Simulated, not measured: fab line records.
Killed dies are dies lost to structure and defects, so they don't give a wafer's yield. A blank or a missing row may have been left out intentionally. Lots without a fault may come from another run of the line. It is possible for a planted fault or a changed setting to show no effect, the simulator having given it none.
fab line records || flow gf180mcu || part 2 of 2: steps 31 to 41 of 41
record {"lots": 5, "wafers": 15, "last_day": 34}
route steps=602 shown DUAL_GATE@146 POLY_GATE@157 HV_LDD@176
lots untouched by any fault: they come from a run of this same line in which no faults occurred
start_h: the number of hours between the record's first day and the start of the first shown wafer of the lot || wait_h: how many hours have passed since the lot's step before this one || " unchanged from the row above || L1.1+2: a row that stands for several wafers || - no value, or no start given || * or withheld: withheld || < > ~ a bound
route shown NAME@n: NAME is a module with steps in the file, n the number in the route of the first one || usual: mean/standard deviation taken from wafers without a fault || same: alike in all rows || chamber/n: place in a boat || sites: per-site readings || _std_site: standard deviation of those values || _edge_site: inner sites' mean taken away from outer sites' mean || radius_mm: how far each site lies from the wafer's centre || mask NAME#n: copy n || behind: the tool/chamber that last shaped the wafer || hold: what put the lot on hold/how long, in hours/how the hold closed || device: the n, p or np transistor that did not switch || end of line: at the end of the route, the tests of the same wafers || a step given without rows: its recipe and nothing more || killed: dies that structure and defects cost at the first sort, which is not the same as the wafer's yield || map: a wafer's dies, x killed, . not, _ none there
set.NAME: setting as actually run; set.NAME@STEP: the setting as run at that earlier step || model.NAME: the simulator's own value behind a step, which no gauge read
lots at selected steps of the route; one table per step, one row per wafer
services: a tool's chamber out of use, with start hour (start_h, from the record's first day; less than 0 if before it), hours out, and reason
## steps
# step GF_HV_LDD_DEHYDRATE_00
# recipe {"temp_c": 200, "time_s": 60}
# usual {"plate_temp_C": "200.00/0.15"}
{"lot.wafer": "L076.2", "tool": "litho_track-04", "chamber": 0, "start_h": 221.71, "wait_h": 8.6, "plate_temp_C": 200.10}
{"lot.wafer": "L076.4", "tool": "litho_track-04", "chamber": 0, "start_h": 221.71, "wait_h": 8.6, "plate_temp_C": 200.08}
{"lot.wafer": "L076.6", "tool": "litho_track-04", "chamber": 0, "start_h": 221.71, "wait_h": 8.6, "plate_temp_C": 200.16}
{"lot.wafer": "L090.4", "tool": "litho_track-04", "chamber": 0, "start_h": 324.56, "wait_h": 9.9, "plate_temp_C": 199.94}
{"lot.wafer": "L090.5", "tool": "litho_track-04", "chamber": 0, "start_h": 324.56, "wait_h": 9.9, "plate_temp_C": 199.96}
{"lot.wafer": "L090.6", "tool": "litho_track-04", "chamber": 0, "start_h": 324.56, "wait_h": 9.9, "plate_temp_C": 200.18}
{"lot.wafer": "L091.1", "tool": "litho_track-03", "chamber": 0, "start_h": 328.37, "wait_h": 10.0, "plate_temp_C": 199.90}
{"lot.wafer": "L091.2", "tool": "litho_track-03", "chamber": 0, "start_h": 328.37, "wait_h": 10.0, "plate_temp_C": 199.90}
{"lot.wafer": "L091.5", "tool": "litho_track-03", "chamber": 0, "start_h": 328.37, "wait_h": 10.0, "plate_temp_C": 200.04}
{"lot.wafer": "L092.2", "tool": "litho_track-03", "chamber": 0, "start_h": 346.09, "wait_h": 10.2, "plate_temp_C": 200.13}
{"lot.wafer": "L092.5", "tool": "litho_track-03", "chamber": 0, "start_h": 346.09, "wait_h": 10.2, "plate_temp_C": 199.90}
{"lot.wafer": "L092.6", "tool": "litho_track-03", "chamber": 0, "start_h": 346.09, "wait_h": 10.2, "plate_temp_C": 200.18}
{"lot.wafer": "L097.4", "tool": "litho_track-01", "chamber": 0, "start_h": 375.04, "wait_h": 11.3, "plate_temp_C": 199.87}
{"lot.wafer": "L097.5", "tool": "litho_track-01", "chamber": 0, "start_h": 375.04, "wait_h": 11.3, "plate_temp_C": 199.88}
{"lot.wafer": "L097.6", "tool": "litho_track-01", "chamber": 0, "start_h": 375.04, "wait_h": 11.3, "plate_temp_C": 200.03}
# step GF_HV_LDD_HMDS_01
# recipe {"prime_time_s": 60, "prime_temp_c": 120}
{"lot.wafer": "L076.2+4+6", "tool": "litho_track-04", "chamber": 0, "start_h": 221.86, "wait_h": 0.1}
{"lot.wafer": "L090.4+5+6", "tool": "litho_track-04", "chamber": 0, "start_h": 324.71, "wait_h": 0.1}
{"lot.wafer": "L091.1+2+5", "tool": "litho_track-03", "chamber": 0, "start_h": 328.52, "wait_h": 0.1}
{"lot.wafer": "L092.2+5+6", "tool": "litho_track-03", "chamber": 0, "start_h": 346.24, "wait_h": 0.1}
{"lot.wafer": "L097.4+5+6", "tool": "litho_track-01", "chamber": 0, "start_h": 375.19, "wait_h": 0.1}
# step GF_HV_LDD_COAT_02
# recipe {"resist": "NOVOLAK", "spin_rpm": 3000, "resist_thk_nm": 1000}
{"lot.wafer": "L076.2+4+6", "tool": "litho_track-04", "chamber": 0, "start_h": 222.01, "wait_h": 0.1}
{"lot.wafer": "L090.4+5+6", "tool": "litho_track-04", "chamber": 0, "start_h": 324.86, "wait_h": 0.1}
{"lot.wafer": "L091.1+2+5", "tool": "litho_track-03", "chamber": 0, "start_h": 328.67, "wait_h": 0.1}
{"lot.wafer": "L092.2+5+6", "tool": "litho_track-03", "chamber": 0, "start_h": 346.39, "wait_h": 0.1}
{"lot.wafer": "L097.4+5+6", "tool": "litho_track-01", "chamber": 0, "start_h": 375.34, "wait_h": 0.1}
# step GF_HV_LDD_SOFTBAKE_03
# recipe {"temp_c": 90, "time_s": 60, "resist": "NOVOLAK"}
# usual {"plate_temp_C": "90.05/0.12"}
{"lot.wafer": "L076.2", "tool": "litho_track-04", "chamber": 0, "start_h": 222.16, "wait_h": 0.1, "plate_temp_C": 90.10}
{"lot.wafer": "L076.4", "tool": "litho_track-04", "chamber": 0, "start_h": 222.16, "wait_h": 0.1, "plate_temp_C": 90.13}
{"lot.wafer": "L076.6", "tool": "litho_track-04", "chamber": 0, "start_h": 222.16, "wait_h": 0.1, "plate_temp_C": 90.09}
{"lot.wafer": "L090.4", "tool": "litho_track-04", "chamber": 0, "start_h": 325.01, "wait_h": 0.1, "plate_temp_C": 90.08}
{"lot.wafer": "L090.5", "tool": "litho_track-04", "chamber": 0, "start_h": 325.01, "wait_h": 0.1, "plate_temp_C": 90.01}
{"lot.wafer": "L090.6", "tool": "litho_track-04", "chamber": 0, "start_h": 325.01, "wait_h": 0.1, "plate_temp_C": 90.18}
{"lot.wafer": "L091.1", "tool": "litho_track-03", "chamber": 0, "start_h": 328.82, "wait_h": 0.1, "plate_temp_C": 90.10}
{"lot.wafer": "L091.2", "tool": "litho_track-03", "chamber": 0, "start_h": 328.82, "wait_h": 0.1, "plate_temp_C": 90.18}
{"lot.wafer": "L091.5", "tool": "litho_track-03", "chamber": 0, "start_h": 328.82, "wait_h": 0.1, "plate_temp_C": 90.33}
{"lot.wafer": "L092.2", "tool": "litho_track-03", "chamber": 0, "start_h": 346.54, "wait_h": 0.1, "plate_temp_C": 89.87}
{"lot.wafer": "L092.5", "tool": "litho_track-03", "chamber": 0, "start_h": 346.54, "wait_h": 0.1, "plate_temp_C": 89.91}
{"lot.wafer": "L092.6", "tool": "litho_track-03", "chamber": 0, "start_h": 346.54, "wait_h": 0.1, "plate_temp_C": 90.07}
{"lot.wafer": "L097.4", "tool": "litho_track-01", "chamber": 0, "start_h": 375.49, "wait_h": 0.1, "plate_temp_C": 90.23}
{"lot.wafer": "L097.5", "tool": "litho_track-01", "chamber": 0, "start_h": 375.49, "wait_h": 0.1, "plate_temp_C": 90.25}
{"lot.wafer": "L097.6", "tool": "litho_track-01", "chamber": 0, "start_h": 375.49, "wait_h": 0.1, "plate_temp_C": 89.95}
# step GF_HV_LDD_EXPOSE_04
# recipe {"mask_id": "Nplus_LV_AREA", "target_cd_nm": 400, "na": 0.6, "source_shape": "conventional", "sigma_outer": 0.6, "dose_mj": 140}
# usual {"focus_offset_nm": "0.0/0.53", "stage_vel_mm_s": "499.96/0.24"}
# same {"na": 0.6}
{"lot.wafer": "L076.2", "tool": "iline_stepper-02", "chamber": 0, "start_h": "-", "wait_h": "-", "mask": "Nplus_LV_AREA#0", "focus_offset_nm": 0.2, "stage_vel_mm_s": 499.48}
{"lot.wafer": "L076.4", "tool": "iline_stepper-02", "chamber": 0, "start_h": "-", "wait_h": "-", "mask": "Nplus_LV_AREA#0", "focus_offset_nm": 0.4, "stage_vel_mm_s": 499.53}
{"lot.wafer": "L076.6", "tool": "iline_stepper-02", "chamber": 0, "start_h": "-", "wait_h": "-", "mask": "Nplus_LV_AREA#0", "focus_offset_nm": 0.7, "stage_vel_mm_s": 499.64}
{"lot.wafer": "L090.4", "tool": "iline_stepper-01", "chamber": 0, "start_h": "-", "wait_h": "-", "mask": "Nplus_LV_AREA#0", "focus_offset_nm": -0.2, "stage_vel_mm_s": 500.42}
{"lot.wafer": "L090.5", "tool": "iline_stepper-01", "chamber": 0, "start_h": "-", "wait_h": "-", "mask": "Nplus_LV_AREA#0", "focus_offset_nm": -0.2, "stage_vel_mm_s": 499.86}
{"lot.wafer": "L090.6", "tool": "iline_stepper-01", "chamber": 0, "start_h": "-", "wait_h": "-", "mask": "Nplus_LV_AREA#0", "focus_offset_nm": -0.9, "stage_vel_mm_s": 499.92}
{"lot.wafer": "L091.1", "tool": "iline_stepper-02", "chamber": 0, "start_h": "-", "wait_h": "-", "mask": "Nplus_LV_AREA#0", "focus_offset_nm": 0.7, "stage_vel_mm_s": 500.18}
{"lot.wafer": "L091.2", "tool": "iline_stepper-02", "chamber": 0, "start_h": "-", "wait_h": "-", "mask": "Nplus_LV_AREA#0", "focus_offset_nm": -0.3, "stage_vel_mm_s": 499.51}
{"lot.wafer": "L091.5", "tool": "iline_stepper-02", "chamber": 0, "start_h": "-", "wait_h": "-", "mask": "Nplus_LV_AREA#0", "focus_offset_nm": 0.6, "stage_vel_mm_s": 499.82}
{"lot.wafer": "L092.2", "tool": "iline_stepper-02", "chamber": 0, "start_h": "-", "wait_h": "-", "mask": "Nplus_LV_AREA#0", "focus_offset_nm": 0.4, "stage_vel_mm_s": 499.55}
{"lot.wafer": "L092.5", "tool": "iline_stepper-02", "chamber": 0, "start_h": "-", "wait_h": "-", "mask": "Nplus_LV_AREA#0", "focus_offset_nm": 0.5, "stage_vel_mm_s": 499.89}
{"lot.wafer": "L092.6", "tool": "iline_stepper-02", "chamber": 0, "start_h": "-", "wait_h": "-", "mask": "Nplus_LV_AREA#0", "focus_offset_nm": 0.7, "stage_vel_mm_s": 499.56}
{"lot.wafer": "L097.4", "tool": "iline_stepper-02", "chamber": 0, "start_h": "-", "wait_h": "-", "mask": "Nplus_LV_AREA#0", "focus_offset_nm": -0.6, "stage_vel_mm_s": 500.17}
{"lot.wafer": "L097.5", "tool": "iline_stepper-02", "chamber": 0, "start_h": "-", "wait_h": "-", "mask": "Nplus_LV_AREA#0", "focus_offset_nm": 0.6, "stage_vel_mm_s": 499.84}
{"lot.wafer": "L097.6", "tool": "iline_stepper-02", "chamber": 0, "start_h": "-", "wait_h": "-", "mask": "Nplus_LV_AREA#0", "focus_offset_nm": -1.3, "stage_vel_mm_s": 499.83}
# step GF_HV_LDD_PEB_05
# recipe {"temp_c": "withheld", "time_s": "*", "resist": "NOVOLAK"}
{"lot.wafer": "L076.2+4+6", "tool": "litho_track-03", "chamber": 0, "start_h": "-", "wait_h": "-"}
{"lot.wafer": "L090.4+5+6", "tool": "litho_track-01", "chamber": 0, "start_h": "-", "wait_h": "-"}
{"lot.wafer": "L091.1+2+5", "tool": "litho_track-04", "chamber": 0, "start_h": "-", "wait_h": "-"}
{"lot.wafer": "L092.2+5+6", "tool": "litho_track-04", "chamber": 0, "start_h": "-", "wait_h": "-"}
{"lot.wafer": "L097.4+5+6", "tool": "litho_track-01", "chamber": 0, "start_h": "-", "wait_h": "-"}
# step GF_HV_LDD_DEVELOP_06
# recipe {"develop_time_s": 62.09, "dev_temp_c": 23}
{"lot.wafer": "L076.2+4+6", "tool": "litho_track-03", "chamber": 0, "start_h": 230.85, "wait_h": 0.1}
{"lot.wafer": "L090.4+5+6", "tool": "litho_track-01", "chamber": 0, "start_h": 335.49, "wait_h": 0.1}
{"lot.wafer": "L091.1+2+5", "tool": "litho_track-04", "chamber": 0, "start_h": 339.28, "wait_h": 0.1}
{"lot.wafer": "L092.2+5+6", "tool": "litho_track-04", "chamber": 0, "start_h": 357.66, "wait_h": 0.1}
{"lot.wafer": "L097.4+5+6", "tool": "litho_track-01", "chamber": 0, "start_h": 386.24, "wait_h": 0.1}
# step GF_HV_LDD_CD_MEAS_07
# recipe {"target_cd_nm": 400}
# usual {"cd_nm": "399.8/1.9"}
{"lot.wafer": "L076.2", "tool": "cd_sem-02", "chamber": "-", "start_h": 230.99, "wait_h": 0.1, "cd_nm": 400.5}
{"lot.wafer": "L076.4", "tool": "cd_sem-02", "chamber": "-", "start_h": 230.99, "wait_h": 0.1, "cd_nm": 402.2}
{"lot.wafer": "L076.6", "tool": "cd_sem-02", "chamber": "-", "start_h": 230.99, "wait_h": 0.1, "cd_nm": 399.8}
{"lot.wafer": "L090.4", "tool": "cd_sem-01", "chamber": "-", "start_h": 335.62, "wait_h": 0.1, "cd_nm": 399.1}
{"lot.wafer": "L090.5", "tool": "cd_sem-01", "chamber": "-", "start_h": 335.62, "wait_h": 0.1, "cd_nm": 397.7}
{"lot.wafer": "L090.6", "tool": "cd_sem-01", "chamber": "-", "start_h": 335.62, "wait_h": 0.1, "cd_nm": 399.8}
{"lot.wafer": "L091.1", "tool": "cd_sem-01", "chamber": "-", "start_h": 339.43, "wait_h": 0.1, "cd_nm": 401.1}
{"lot.wafer": "L091.2", "tool": "cd_sem-01", "chamber": "-", "start_h": 339.43, "wait_h": 0.1, "cd_nm": 401.6}
{"lot.wafer": "L091.5", "tool": "cd_sem-01", "chamber": "-", "start_h": 339.43, "wait_h": 0.1, "cd_nm": 402.0}
{"lot.wafer": "L092.2", "tool": "cd_sem-01", "chamber": "-", "start_h": 357.80, "wait_h": 0.1, "cd_nm": 398.3}
{"lot.wafer": "L092.5", "tool": "cd_sem-01", "chamber": "-", "start_h": 357.80, "wait_h": 0.1, "cd_nm": 396.9}
{"lot.wafer": "L092.6", "tool": "cd_sem-01", "chamber": "-", "start_h": 357.80, "wait_h": 0.1, "cd_nm": 397.6}
{"lot.wafer": "L097.4", "tool": "cd_sem-02", "chamber": "-", "start_h": 386.37, "wait_h": 0.1, "cd_nm": 401.5}
{"lot.wafer": "L097.5", "tool": "cd_sem-02", "chamber": "-", "start_h": 386.37, "wait_h": 0.1, "cd_nm": 402.4}
{"lot.wafer": "L097.6", "tool": "cd_sem-02", "chamber": "-", "start_h": 386.37, "wait_h": 0.1, "cd_nm": 403.5}
# step GF_HV_LDD_OVL_MEAS_08
# usual {"HV_LDD_OVL": "-1.4/1.3"}
{"lot.wafer": "L076.2", "tool": "overlay-01", "chamber": "-", "start_h": 231.10, "wait_h": 0.1, "HV_LDD_OVL[nm]": -2.0}
{"lot.wafer": "L076.4", "tool": "overlay-01", "chamber": "-", "start_h": 231.10, "wait_h": 0.1, "HV_LDD_OVL[nm]": -1.4}
{"lot.wafer": "L076.6", "tool": "overlay-01", "chamber": "-", "start_h": 231.10, "wait_h": 0.1, "HV_LDD_OVL[nm]": -2.3}
{"lot.wafer": "L090.4", "tool": "overlay-02", "chamber": "-", "start_h": 335.70, "wait_h": 0.1, "HV_LDD_OVL[nm]": -0.6}
{"lot.wafer": "L090.5", "tool": "overlay-02", "chamber": "-", "start_h": 335.70, "wait_h": 0.1, "HV_LDD_OVL[nm]": -1.3}
{"lot.wafer": "L090.6", "tool": "overlay-02", "chamber": "-", "start_h": 335.70, "wait_h": 0.1, "HV_LDD_OVL[nm]": 0.6}
{"lot.wafer": "L091.1", "tool": "overlay-01", "chamber": "-", "start_h": 339.55, "wait_h": 0.1, "HV_LDD_OVL[nm]": -3.0}
{"lot.wafer": "L091.2", "tool": "overlay-01", "chamber": "-", "start_h": 339.55, "wait_h": 0.1, "HV_LDD_OVL[nm]": -1.6}
{"lot.wafer": "L091.5", "tool": "overlay-01", "chamber": "-", "start_h": 339.55, "wait_h": 0.1, "HV_LDD_OVL[nm]": -2.3}
{"lot.wafer": "L092.2", "tool": "overlay-01", "chamber": "-", "start_h": 357.91, "wait_h": 0.1, "HV_LDD_OVL[nm]": -0.5}
{"lot.wafer": "L092.5", "tool": "overlay-01", "chamber": "-", "start_h": 357.91, "wait_h": 0.1, "HV_LDD_OVL[nm]": -0.5}
{"lot.wafer": "L092.6", "tool": "overlay-01", "chamber": "-", "start_h": 357.91, "wait_h": 0.1, "HV_LDD_OVL[nm]": 0.0}
{"lot.wafer": "L097.4", "tool": "overlay-01", "chamber": "-", "start_h": 386.45, "wait_h": 0.1, "HV_LDD_OVL[nm]": -0.5}
{"lot.wafer": "L097.5", "tool": "overlay-01", "chamber": "-", "start_h": 386.45, "wait_h": 0.1, "HV_LDD_OVL[nm]": -1.8}
{"lot.wafer": "L097.6", "tool": "overlay-01", "chamber": "-", "start_h": 386.45, "wait_h": 0.1, "HV_LDD_OVL[nm]": -0.9}
# step GF_HV_LDD_IMPLANT_09
# recipe {"species": "As", "energy_kev": 40, "dose_cm2": 1e+14, "tilt_deg": 7}
{"lot.wafer": "L076.2+4+6", "tool": "implanter-02", "chamber": 0, "start_h": 231.15, "wait_h": 0.0}
{"lot.wafer": "L090.4+5+6", "tool": "implanter-02", "chamber": 0, "start_h": 335.79, "wait_h": 0.1}
{"lot.wafer": "L091.1+2+5", "tool": "implanter-02", "chamber": 0, "start_h": 339.59, "wait_h": 0.0}
{"lot.wafer": "L092.2+5+6", "tool": "implanter-02", "chamber": 0, "start_h": 357.96, "wait_h": 0.0}
{"lot.wafer": "L097.4+5+6", "tool": "implanter-01", "chamber": 0, "start_h": 386.54, "wait_h": 0.1}
# step GF_HV_LDD_STRIP_10
# recipe {"chemistry": "O2/N2", "power_w": 1400, "pressure_mtorr": 1500, "platen_temp_c": 250, "o2_flow_sccm": 3000, "n2_flow_sccm": 300, "overash_fraction": 0.5}
# usual {"drypump_motor_current_A": "5.8/0.5", "heater_power_w": "331/23", "oes_product_au": "0.716/0.0047", "strip_time_to_endpoint_s": "12.65/0.04"}
{"lot.wafer": "L076.2", "tool": "plasma_asher-03", "chamber": 0, "start_h": 231.28, "wait_h": 0.1, "drypump_motor_current_A": 4.9, "heater_power_w": 346, "oes_product_au": 0.713, "rf_hours_counter_h": 40, "strip_time_to_endpoint_s": 12.61}
{"lot.wafer": "L076.4", "tool": "plasma_asher-03", "chamber": 1, "start_h": 231.28, "wait_h": 0.1, "drypump_motor_current_A": 5.8, "heater_power_w": 292, "oes_product_au": 0.719, "rf_hours_counter_h": "-", "strip_time_to_endpoint_s": 12.63}
{"lot.wafer": "L076.6", "tool": "plasma_asher-03", "chamber": 1, "start_h": 231.28, "wait_h": 0.1, "drypump_motor_current_A": 5.9, "heater_power_w": 294, "oes_product_au": 0.723, "rf_hours_counter_h": "-", "strip_time_to_endpoint_s": 12.59}
{"lot.wafer": "L090.4", "tool": "plasma_asher-03", "chamber": 1, "start_h": 335.90, "wait_h": 0.1, "drypump_motor_current_A": 5.8, "heater_power_w": 288, "oes_product_au": 0.715, "rf_hours_counter_h": "-", "strip_time_to_endpoint_s": 12.60}
{"lot.wafer": "L090.5", "tool": "plasma_asher-03", "chamber": 0, "start_h": 335.90, "wait_h": 0.1, "drypump_motor_current_A": 5.0, "heater_power_w": 351, "oes_product_au": 0.710, "rf_hours_counter_h": "-", "strip_time_to_endpoint_s": 12.63}
{"lot.wafer": "L090.6", "tool": "plasma_asher-03", "chamber": 1, "start_h": 335.90, "wait_h": 0.1, "drypump_motor_current_A": 5.9, "heater_power_w": 296, "oes_product_au": 0.717, "rf_hours_counter_h": "-", "strip_time_to_endpoint_s": 12.58}
{"lot.wafer": "L091.1", "tool": "plasma_asher-03", "chamber": 1, "start_h": 339.74, "wait_h": 0.1, "drypump_motor_current_A": 5.9, "heater_power_w": 289, "oes_product_au": 0.725, "rf_hours_counter_h": 51, "strip_time_to_endpoint_s": 12.62}
{"lot.wafer": "L091.2", "tool": "plasma_asher-03", "chamber": 0, "start_h": 339.74, "wait_h": 0.1, "drypump_motor_current_A": 4.9, "heater_power_w": 348, "oes_product_au": 0.709, "rf_hours_counter_h": 51, "strip_time_to_endpoint_s": 12.62}
{"lot.wafer": "L091.5", "tool": "plasma_asher-03", "chamber": 0, "start_h": 339.74, "wait_h": 0.1, "drypump_motor_current_A": 5.0, "heater_power_w": 347, "oes_product_au": 0.716, "rf_hours_counter_h": "-", "strip_time_to_endpoint_s": 12.60}
{"lot.wafer": "L092.2", "tool": "plasma_asher-02", "chamber": 0, "start_h": 358.09, "wait_h": 0.1, "drypump_motor_current_A": 6.3, "heater_power_w": 337, "oes_product_au": 0.717, "rf_hours_counter_h": 21, "strip_time_to_endpoint_s": 12.63}
{"lot.wafer": "L092.5", "tool": "plasma_asher-02", "chamber": 1, "start_h": 358.09, "wait_h": 0.1, "drypump_motor_current_A": 5.9, "heater_power_w": 325, "oes_product_au": 0.714, "rf_hours_counter_h": "-", "strip_time_to_endpoint_s": 12.66}
{"lot.wafer": "L092.6", "tool": "plasma_asher-02", "chamber": 0, "start_h": 358.09, "wait_h": 0.1, "drypump_motor_current_A": 6.4, "heater_power_w": 323, "oes_product_au": 0.714, "rf_hours_counter_h": "-", "strip_time_to_endpoint_s": 12.63}
{"lot.wafer": "L097.4", "tool": "plasma_asher-02", "chamber": 0, "start_h": 386.65, "wait_h": 0.1, "drypump_motor_current_A": 6.3, "heater_power_w": 334, "oes_product_au": 0.721, "rf_hours_counter_h": "-", "strip_time_to_endpoint_s": 12.61}
{"lot.wafer": "L097.5", "tool": "plasma_asher-02", "chamber": 0, "start_h": 386.65, "wait_h": 0.1, "drypump_motor_current_A": 6.3, "heater_power_w": 329, "oes_product_au": 0.713, "rf_hours_counter_h": "-", "strip_time_to_endpoint_s": 12.61}
{"lot.wafer": "L097.6", "tool": "plasma_asher-02", "chamber": 1, "start_h": 386.65, "wait_h": 0.1, "drypump_motor_current_A": 5.9, "heater_power_w": 328, "oes_product_au": 0.720, "rf_hours_counter_h": "-", "strip_time_to_endpoint_s": 12.60}
## services
{"tool": "rie_diel-02", "chamber": 0, "start_h": 175.15, "hours": 4.5, "kind": "repair"}
{"tool": "lpcvd-02", "chamber": "-", "start_h": 176.30, "hours": 6.1, "kind": "pm"}
{"tool": "furnace-01", "chamber": "-", "start_h": 176.94, "hours": 10.5, "kind": "pm"}
{"tool": "iline_stepper-01", "chamber": "-", "start_h": 178.86, "hours": 1.1, "kind": "repair"}
{"tool": "rie_diel-02", "chamber": 3, "start_h": 188.73, "hours": 2.8, "kind": "repair"}
{"tool": "lpcvd-02", "chamber": "-", "start_h": 189.08, "hours": 1.2, "kind": "repair"}
{"tool": "iline_stepper-02", "chamber": "-", "start_h": 196.87, "hours": 2.7, "kind": "repair"}
{"tool": "furnace-01", "chamber": "-", "start_h": 197.63, "hours": 4.0, "kind": "pm"}
{"tool": "plasma_asher-02", "chamber": "-", "start_h": 208.41, "hours": 3.9, "kind": "pm"}
{"tool": "krf_scanner-01", "chamber": "-", "start_h": 230.44, "hours": 44.6, "kind": "repair"}
{"tool": "iline_stepper-02", "chamber": "-", "start_h": 240.30, "hours": 1.7, "kind": "pm"}
{"tool": "furnace-01", "chamber": "-", "start_h": 249.41, "hours": 3.7, "kind": "pm"}
{"tool": "krf_scanner-01", "chamber": "-", "start_h": 275.08, "hours": 1.3, "kind": "pm"}
{"tool": "krf_scanner-01", "chamber": "-", "start_h": 276.38, "hours": 0.8, "kind": "pm"}
{"tool": "krf_scanner-01", "chamber": "-", "start_h": 284.14, "hours": 1.0, "kind": "pm"}
{"tool": "iline_stepper-01", "chamber": "-", "start_h": 306.51, "hours": 1.7, "kind": "pm"}
{"tool": "plasma_asher-02", "chamber": "-", "start_h": 329.72, "hours": 17.7, "kind": "repair"}
{"tool": "rie_si-02", "chamber": 0, "start_h": 341.08, "hours": 3.2, "kind": "repair"}
{"tool": "implanter-02", "chamber": "-", "start_h": 344.05, "hours": 2.5, "kind": "repair"}
{"tool": "iline_stepper-01", "chamber": "-", "start_h": 352.92, "hours": 8.4, "kind": "repair"}
{"tool": "iline_stepper-01", "chamber": "-", "start_h": 361.24, "hours": 5.4, "kind": "repair"}
{"tool": "furnace-01", "chamber": "-", "start_h": 365.53, "hours": 3.4, "kind": "pm"}
{"tool": "implanter-02", "chamber": "-", "start_h": 372.65, "hours": 1.6, "kind": "repair"}
{"tool": "krf_scanner-01", "chamber": "-", "start_h": 379.23, "hours": 4.4, "kind": "pm"}
